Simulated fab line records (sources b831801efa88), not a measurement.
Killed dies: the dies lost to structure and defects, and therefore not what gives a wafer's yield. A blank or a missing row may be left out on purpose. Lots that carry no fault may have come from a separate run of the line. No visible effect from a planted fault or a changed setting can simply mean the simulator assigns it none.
fab line records + flow sky130 + part 2 of 2: steps 30 to 40 of 40
[record]
- lots = 5
- wafers = 15
- last-day = 49
route steps=708 shown METAL3@570 VIA3@573 METAL4@598 CAP2M@603
lots that met no fault: from a run of the same line without faults
start-h: the number of hours between the record's first day and the start of the first shown wafer of the lot + wait-h: hours elapsed since this lot's preceding step + " the same as in the row above + L1.1+2: a row that stands for several wafers + - no value, or no start given + * or withheld: withheld + < > ~ a bound
route shown NAME@n: names a module that has steps shown in the file, with the first one's number in the route + usual: the fault-free wafers' mean and standard deviation + same: alike in all rows + chamber/n: place in a boat + sites: each site's reading + _std_site: the standard deviation of these + _edge_site: outer sites' mean less inner sites' + radius-mm: for every site, how far away it sits from the centre of the wafer + mask NAME#n: copy n + behind: the last tool/chamber to shape the wafer + hold: why the lot went on hold/how many hours it stayed there/how the hold came to an end + device: names the non-switching transistor (n, p or np) + end of line: the route-end tests of the same wafers + for a step that has no rows: nothing shown but its recipe + killed: the dies lost at the first sort to structure and to defects; this is not the yield of the wafer + map: a wafer's dies, x killed, . not, _ none there
set.NAME: the setting that was run; set.NAME@STEP: the one run at that earlier step + model.NAME: the simulator's own value behind a step, which no gauge read
lots at selected steps of the route; one table per step, one row per wafer
services: when a tool's chamber went out of use (start-h, in hours from the record's first day, below 0 if earlier), for how many hours, and the reason
[[steps]]
[step SKY_METAL4_SPUTTER_01]
[recipe]
- material = TiN
- target-thk-nm = 20
- power-w = 6500
- time-s = 16.7
- chamber-pressure-pa = 0.4
[usual]
- throttle-valve-pct = 30.2/1.1
| lot.wafer | tool           | chamber | start-h | wait-h | throttle-valve-pct |
|-----------|----------------|---------|---------|--------|--------------------|
| L080.1    | pvd-sputter-04 | -       | 972.01  | 0.0    | 30.9               |
| L080.4    | "              | -       | "       | "      | 29.8               |
| L080.5    | "              | -       | "       | "      | 31.1               |
| L087.2    | pvd-sputter-04 | -       | 1019.51 | 0.0    | 29.5               |
| L087.3    | "              | -       | "       | "      | 31.2               |
| L087.4    | "              | -       | "       | "      | 30.5               |
| L090.2    | pvd-sputter-02 | -       | 1033.20 | 0.0    | 29.2               |
| L090.4    | "              | -       | "       | "      | 30.1               |
| L090.6    | "              | -       | "       | "      | 29.8               |
| L093.1    | pvd-sputter-04 | -       | 1057.05 | 0.0    | 29.6               |
| L093.3    | "              | -       | "       | "      | 27.4               |
| L093.4    | "              | -       | "       | "      | 30.9               |
| L095.3    | pvd-sputter-04 | -       | 1069.81 | 0.0    | 30.6               |
| L095.4    | "              | -       | "       | "      | 27.5               |
| L095.5    | "              | -       | "       | "      | 27.2               |
[step SKY_METAL4_SPUTTER_02]
[recipe]
- material = AlCu
- target-thk-nm = 735
- power-w = 10600
- time-s = 39.1
- chamber-pressure-pa = 0.4
[usual]
- throttle-valve-pct = 30.2/1.2
| lot.wafer | tool           | chamber | start-h | wait-h | throttle-valve-pct |
|-----------|----------------|---------|---------|--------|--------------------|
| L080.1    | pvd-sputter-04 | -       | 972.03  | 0.0    | 30.8               |
| L080.4    | "              | -       | "       | "      | 29.6               |
| L080.5    | "              | -       | "       | "      | 31.2               |
| L087.2    | pvd-sputter-04 | -       | 1019.53 | 0.0    | 29.6               |
| L087.3    | "              | -       | "       | "      | 30.8               |
| L087.4    | "              | -       | "       | "      | 30.7               |
| L090.2    | pvd-sputter-02 | -       | 1033.23 | 0.0    | 29.4               |
| L090.4    | "              | -       | "       | "      | 29.9               |
| L090.6    | "              | -       | "       | "      | 30.1               |
| L093.1    | pvd-sputter-04 | -       | 1057.07 | 0.0    | 29.5               |
| L093.3    | "              | -       | "       | "      | 27.3               |
| L093.4    | "              | -       | "       | "      | 31.1               |
| L095.3    | pvd-sputter-04 | -       | 1069.84 | 0.0    | 30.7               |
| L095.4    | "              | -       | "       | "      | 27.2               |
| L095.5    | "              | -       | "       | "      | 27.4               |
[step SKY_METAL4_SPUTTER_03]
[recipe]
- material = Ti
- target-thk-nm = 5
- power-w = 3000
- time-s = 3.3
- chamber-pressure-pa = 0.4
[usual]
- throttle-valve-pct = 30.2/1.1
| lot.wafer | tool           | chamber | start-h | wait-h | throttle-valve-pct |
|-----------|----------------|---------|---------|--------|--------------------|
| L080.1    | pvd-sputter-04 | -       | 972.07  | 0.0    | 30.3               |
| L080.4    | "              | -       | "       | "      | 29.5               |
| L080.5    | "              | -       | "       | "      | 31.2               |
| L087.2    | pvd-sputter-04 | -       | 1019.57 | 0.0    | 29.6               |
| L087.3    | "              | -       | "       | "      | 31.1               |
| L087.4    | "              | -       | "       | "      | 30.7               |
| L090.2    | pvd-sputter-02 | -       | 1033.27 | 0.0    | 29.4               |
| L090.4    | "              | -       | "       | "      | 30.1               |
| L090.6    | "              | -       | "       | "      | 30.2               |
| L093.1    | pvd-sputter-04 | -       | 1057.11 | 0.0    | 29.7               |
| L093.3    | "              | -       | "       | "      | 27.2               |
| L093.4    | "              | -       | "       | "      | 31.1               |
| L095.3    | pvd-sputter-04 | -       | 1069.88 | 0.0    | 30.8               |
| L095.4    | "              | -       | "       | "      | 27.3               |
| L095.5    | "              | -       | "       | "      | 27.5               |
[step SKY_METAL4_SPUTTER_04]
[recipe]
- material = TiN
- target-thk-nm = 70
- power-w = 6500
- time-s = 58.3
- chamber-pressure-pa = 0.4
[usual]
- throttle-valve-pct = 30.2/1.1
| lot.wafer | tool           | chamber | start-h | wait-h | throttle-valve-pct |
|-----------|----------------|---------|---------|--------|--------------------|
| L080.1    | pvd-sputter-04 | -       | 972.09  | 0.0    | 30.8               |
| L080.4    | "              | -       | "       | "      | 29.3               |
| L080.5    | "              | -       | "       | "      | 31.2               |
| L087.2    | pvd-sputter-04 | -       | 1019.59 | 0.0    | 29.6               |
| L087.3    | "              | -       | "       | "      | 31.3               |
| L087.4    | "              | -       | "       | "      | 30.8               |
| L090.2    | pvd-sputter-02 | -       | 1033.29 | 0.0    | 29.0               |
| L090.4    | "              | -       | "       | "      | 29.9               |
| L090.6    | "              | -       | "       | "      | 30.0               |
| L093.1    | pvd-sputter-04 | -       | 1057.13 | 0.0    | 29.6               |
| L093.3    | "              | -       | "       | "      | 27.3               |
| L093.4    | "              | -       | "       | "      | 31.2               |
| L095.3    | pvd-sputter-04 | -       | 1069.89 | 0.0    | 30.7               |
| L095.4    | "              | -       | "       | "      | 27.3               |
| L095.5    | "              | -       | "       | "      | 27.2               |
[step SKY_CAP2M_CVD_00]
[recipe]
- material = SiO2
- target-thk-nm = 15.5
- temp-c = 400
- time-s = withheld
- rf-w = 450
[usual]
- heater-power-w = 716/94
| lot.wafer | tool     | chamber | start-h | wait-h | heater-power-w |
|-----------|----------|---------|---------|--------|----------------|
| L080.1    | pecvd-04 | 2       | 972.14  | 0.0    | 746            |
| L080.4    | "        | 1       | "       | "      | 688            |
| L080.5    | "        | 0       | "       | "      | 635            |
| L087.2    | pecvd-01 | 2       | 1019.64 | 0.0    | 756            |
| L087.3    | "        | 0       | "       | "      | 915            |
| L087.4    | "        | 1       | "       | "      | 578            |
| L090.2    | pecvd-04 | 1       | 1033.34 | 0.0    | 676            |
| L090.4    | "        | 2       | "       | "      | 760            |
| L090.6    | "        | 0       | "       | "      | 622            |
| L093.1    | pecvd-01 | 1       | 1057.18 | 0.0    | 642            |
| L093.3    | "        | 2       | "       | "      | 731            |
| L093.4    | "        | 2       | "       | "      | 720            |
| L095.3    | pecvd-01 | 0       | 1069.94 | 0.0    | 853            |
| L095.4    | "        | 0       | "       | "      | 871            |
| L095.5    | "        | 2       | "       | "      | 775            |
[step SKY_CAP2M_THK_MEAS_01]
[recipe]
- reads = SiO2_of_CAP2M_CVD_00
[usual]
- CAP2M_CVD_00_THK = 15.54/0.22
| lot.wafer | tool          | chamber | start-h | wait-h | CAP2M_CVD_00_THK[nm] |
|-----------|---------------|---------|---------|--------|----------------------|
| L080.1    | film-metro-03 | -       | 972.16  | -      | 15.45                |
| L080.4    | "             | -       | "       | "      | 15.64                |
| L080.5    | "             | -       | "       | "      | 15.89                |
| L087.2    | film-metro-04 | -       | 1019.67 | -      | 15.40                |
| L087.3    | "             | -       | "       | "      | 15.76                |
| L087.4    | "             | -       | "       | "      | 15.74                |
| L090.2    | film-metro-04 | -       | 1033.37 | -      | 15.23                |
| L090.4    | "             | -       | "       | "      | 15.46                |
| L090.6    | "             | -       | "       | "      | 15.59                |
| L093.1    | film-metro-03 | -       | 1057.20 | -      | 15.20                |
| L093.3    | "             | -       | "       | "      | 14.99                |
| L093.4    | "             | -       | "       | "      | 15.23                |
| L095.3    | film-metro-03 | -       | 1069.98 | -      | 15.52                |
| L095.4    | "             | -       | "       | "      | 15.63                |
| L095.5    | "             | -       | "       | "      | 15.60                |
[step SKY_CAP2M_SPUTTER_02]
[recipe]
- material = TiN
- target-thk-nm = 200
- temp-c = 300
- power-w = 6652
- time-s = 166.7
- chamber-pressure-pa = 0.4
[usual]
- substrate-temp-c = 300.04/0.19
- throttle-valve-pct = 30.1/1
| lot.wafer | tool           | chamber | start-h | wait-h | substrate-temp-c | throttle-valve-pct |
|-----------|----------------|---------|---------|--------|------------------|--------------------|
| L080.1    | pvd-sputter-01 | -       | 972.22  | 0.1    | 300.39           | 30.4               |
| L080.4    | "              | -       | "       | "      | 300.05           | 30.2               |
| L080.5    | "              | -       | "       | "      | 299.49           | 28.6               |
| L087.2    | pvd-sputter-01 | -       | 1019.72 | 0.0    | 300.10           | 28.7               |
| L087.3    | "              | -       | "       | "      | 300.10           | 30.2               |
| L087.4    | "              | -       | "       | "      | 299.78           | 30.2               |
| L090.2    | pvd-sputter-04 | -       | 1033.42 | 0.0    | 299.98           | 29.6               |
| L090.4    | "              | -       | "       | "      | 300.49           | 27.1               |
| L090.6    | "              | -       | "       | "      | 299.98           | 30.5               |
| L093.1    | pvd-sputter-01 | -       | 1057.26 | 0.1    | 299.92           | 30.3               |
| L093.3    | "              | -       | "       | "      | 299.83           | 30.4               |
| L093.4    | "              | -       | "       | "      | 300.08           | 28.5               |
| L095.3    | pvd-sputter-03 | -       | 1070.02 | 0.0    | 299.85           | 31.0               |
| L095.4    | "              | -       | "       | "      | 300.03           | 29.7               |
| L095.5    | "              | -       | "       | "      | 300.01           | 31.1               |
[step SKY_CAP2M_RS_MEAS_03]
[recipe]
- thk-meas-gauge = four-point-probe
- reads = TiN_of_CAP2M_SPUTTER_02
[usual]
- CAP2M_TIN_RS = 6.75/0.066
| lot.wafer | tool          | chamber | start-h | wait-h | CAP2M_TIN_RS[ohm/sq] |
|-----------|---------------|---------|---------|--------|----------------------|
| L080.1    | film-metro-02 | -       | 972.33  | 0.1    | 6.74                 |
| L080.4    | "             | -       | "       | "      | 6.62                 |
| L080.5    | "             | -       | "       | "      | 6.69                 |
| L087.2    | film-metro-02 | -       | 1019.85 | 0.1    | 6.70                 |
| L087.3    | "             | -       | "       | "      | 6.71                 |
| L087.4    | "             | -       | "       | "      | 6.70                 |
| L090.2    | film-metro-03 | -       | 1033.55 | 0.1    | 6.75                 |
| L090.4    | "             | -       | "       | "      | 6.63                 |
| L090.6    | "             | -       | "       | "      | 6.67                 |
| L093.1    | film-metro-03 | -       | 1057.37 | 0.1    | 6.74                 |
| L093.3    | "             | -       | "       | "      | 6.83                 |
| L093.4    | "             | -       | "       | "      | 6.73                 |
| L095.3    | film-metro-02 | -       | 1070.17 | 0.1    | 6.70                 |
| L095.4    | "             | -       | "       | "      | 6.76                 |
| L095.5    | "             | -       | "       | "      | 6.74                 |
[step SKY_CAP2M_THK_MEAS_04]
[recipe]
- thk-meas-gauge = xrf
- reads = TiN_of_CAP2M_SPUTTER_02
[usual]
- CAP2M_TIN_THK = 199.8/2
| lot.wafer | tool          | chamber | start-h | wait-h | CAP2M_TIN_THK[nm] |
|-----------|---------------|---------|---------|--------|-------------------|
| L080.1    | film-metro-02 | -       | 972.45  | 0.1    | 200.1             |
| L080.4    | "             | -       | "       | "      | 203.7             |
| L080.5    | "             | -       | "       | "      | 201.6             |
| L087.2    | film-metro-02 | -       | 1019.96 | 0.1    | 201.5             |
| L087.3    | "             | -       | "       | "      | 200.4             |
| L087.4    | "             | -       | "       | "      | 200.7             |
| L090.2    | film-metro-03 | -       | 1033.66 | 0.1    | 200.7             |
| L090.4    | "             | -       | "       | "      | 203.9             |
| L090.6    | "             | -       | "       | "      | 201.4             |
| L093.1    | film-metro-03 | -       | 1057.49 | 0.1    | 201.6             |
| L093.3    | "             | -       | "       | "      | 198.5             |
| L093.4    | "             | -       | "       | "      | 200.0             |
| L095.3    | film-metro-02 | -       | 1070.27 | 0.1    | 201.2             |
| L095.4    | "             | -       | "       | "      | 199.4             |
| L095.5    | "             | -       | "       | "      | 199.7             |
[step SKY_CAP2M_DEHYDRATE_05]
[recipe]
- temp-c = 200
- time-s = 60
| lot.wafer  | tool           | chamber | start-h | wait-h |
|------------|----------------|---------|---------|--------|
| L080.1+4+5 | litho-track-02 | 0       | 982.57  | 10.1   |
| L087.2+3+4 | litho-track-04 | 0       | 1029.78 | 9.8    |
| L090.2+4+6 | litho-track-02 | 0       | 1044.89 | 11.2   |
| L093.1+3+4 | litho-track-03 | 0       | 1067.13 | 9.6    |
| L095.3+4+5 | litho-track-04 | 0       | 1079.46 | 9.2    |
[step SKY_CAP2M_HMDS_06]
[recipe]
- prime-time-s = 60
- prime-temp-c = 120
| lot.wafer  | tool           | chamber | start-h | wait-h |
|------------|----------------|---------|---------|--------|
| L080.1+4+5 | litho-track-02 | 0       | 982.72  | 0.1    |
| L087.2+3+4 | litho-track-04 | 0       | 1029.93 | 0.1    |
| L090.2+4+6 | litho-track-02 | 0       | 1045.04 | 0.1    |
| L093.1+3+4 | litho-track-03 | 0       | 1067.28 | 0.1    |
| L095.3+4+5 | litho-track-04 | 0       | 1079.61 | 0.1    |
[[services]]
| tool           | chamber | start-h | hours | kind   |
|----------------|---------|---------|-------|--------|
| pvd-sputter-01 | -       | 923.58  | 3.6   | repair |
| wet-bench-01   | -       | 926.45  | 4.4   | pm     |
| krf-scanner-02 | -       | 928.85  | 4.3   | repair |
| rie-diel-04    | 2       | 942.19  | 4.8   | repair |
| pecvd-01       | -       | 944.27  | 1.3   | repair |
| cvd-w-02       | -       | 946.47  | 1.4   | repair |
| hdpcvd-02      | -       | 950.25  | 15.0  | pm     |
| rie-diel-04    | 1       | 952.67  | 2.9   | repair |
| krf-scanner-02 | -       | 953.84  | 1.3   | pm     |
| krf-scanner-02 | -       | 958.43  | 0.8   | pm     |
| krf-scanner-02 | -       | 964.66  | 0.9   | repair |
| rie-diel-04    | 3       | 964.81  | 17.0  | repair |
| cmp-02         | -       | 967.95  | 6.4   | pm     |
| cmp-01         | -       | 972.04  | 1.9   | repair |
| hdpcvd-01      | -       | 982.17  | 0.6   | repair |
| hdpcvd-02      | -       | 982.34  | 2.1   | repair |
| rie-diel-03    | 3       | 991.12  | 9.3   | repair |
| hdpcvd-01      | -       | 991.93  | 0.5   | repair |
| krf-scanner-02 | -       | 992.24  | 1.5   | repair |
| pecvd-01       | 1       | 1000.84 | 9.3   | repair |
| cmp-02         | -       | 1020.13 | 6.5   | pm     |
| cmp-01         | -       | 1026.65 | 5.8   | pm     |
| rie-diel-04    | 0       | 1059.76 | 11.4  | repair |
| pecvd-01       | -       | 1061.14 | 6.0   | pm     |
